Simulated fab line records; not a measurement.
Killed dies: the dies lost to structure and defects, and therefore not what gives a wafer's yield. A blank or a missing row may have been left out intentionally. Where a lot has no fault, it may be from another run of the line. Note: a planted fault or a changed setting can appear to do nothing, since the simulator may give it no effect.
Problem report in the 8D (eight disciplines) form, filled by code / flow sky130 / the parts of the form that need people (team, actions taken, sign-off) are left out

## 1. WHAT WENT WRONG
VT_ADJUST_NCORE_OVL at SKY_VT_ADJUST_NCORE_OVL_MEAS_08 reads a mean of 155.3 nm on 6 wafers of 2 lots; wafers without a fault read -0.2 nm with a standard deviation of 1.4. So: +99 or more standard deviations from the usual mean.
First observed at day 12 11:05: wafer L362.2, on overlay-01. Wafers with a number at this step in the record: 36, from 12 lots. Rule for "out" (also "out of limits"): further than 4 standard deviations from the usual mean. The other wafers with a number count as sound.

## 2. WHAT IT IS AND WHAT IT IS NOT
question=which readings at this step | is=VT_ADJUST_NCORE_OVL | is not=-
question=which lots | is=L362, L363 | is not=L349, L351, L352, L353, L354, L357, L366, L368, L369, L372
question=which wafers of those lots | is=all that have a number | is not=-
question=read on which gauges | is=overlay-01, overlay-02 | is not=-
question=when | is=from day 12 11:05 | is not=up to then (18 sound wafers); but 12 sound wafers of L366, L368, L369, L372 came after

## 3. WHAT RULES OUT EACH SUSPECT
Counting: a tool at a process step up to the reading stays a suspect if it ran every lot that is out and no sound lot after the first of them.
- ruled out: the gauge at SKY_VT_ADJUST_NCORE_OVL_MEAS_08. The wafers that are out were read on 2 gauges (overlay-01, overlay-02).
- ilineStepper-01 at SKY_VT_ADJUST_NCORE_EXPOSE_04 (exposes mask LVTN COMPLEMENT THIN, target cd 380 nm): kept. All lots that are out passed through it, beginning with L362 at day 11 22:50, and no sound lot followed; its final sound lot before that point was L357 at day 10 12:25.
After counting, what remains is ilineStepper-01 at SKY_VT_ADJUST_NCORE_EXPOSE_04.

## 4. THE CAUSE (what the simulator had put in)
Scanner matching overlay: ilineStepper-01, from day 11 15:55 on, at SKY_VT_ADJUST_NCORE_EXPOSE_04. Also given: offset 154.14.
The count eliminated every tool but this one.

## 5. SEQUENCE OF EFFECTS, ordered by route
Rows list readings where the struck wafers' mean (over those with a number) sits beyond 3 standard deviations from the usual. Only readings for which the record gives a usual standard deviation are gone through. hours: the time from each lot's start at the first step in this table that gives one to its start at this step, as a median over the lots. sigmas: the change in usual standard deviations.
hours=0; step=SKY_VT_ADJUST_NCORE_OVL_MEAS_08; reading=VT_ADJUST_NCORE_OVL; usual=-0.2 nm; on struck wafers=155.3; change=+155.5; sigmas=+99 or more
At these later measuring or inspecting steps, every struck wafer for which the step has a row has a number for every such reading, and none has moved that far: SKY_CONTACT_THK_MEAS_03, SKY_CONTACT_THK_MEAS_26.

## 6. WHAT WOULD HAVE CAUGHT IT SOONER
In this record the first reading out of limits at a measuring or inspecting step was taken at day 12 11:05, 19 hours after the fault began at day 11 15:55.
No tool reading at SKY_VT_ADJUST_NCORE_EXPOSE_04 that has a usual standard deviation in the record was out on any struck wafer, so an alarm limit of 4 standard deviations on those readings would not have fired.
By day 12 11:05, every lot that is out (2) had started SKY_VT_ADJUST_NCORE_EXPOSE_04 on ilineStepper-01. A hold on the tool at that time would have spared none of them.
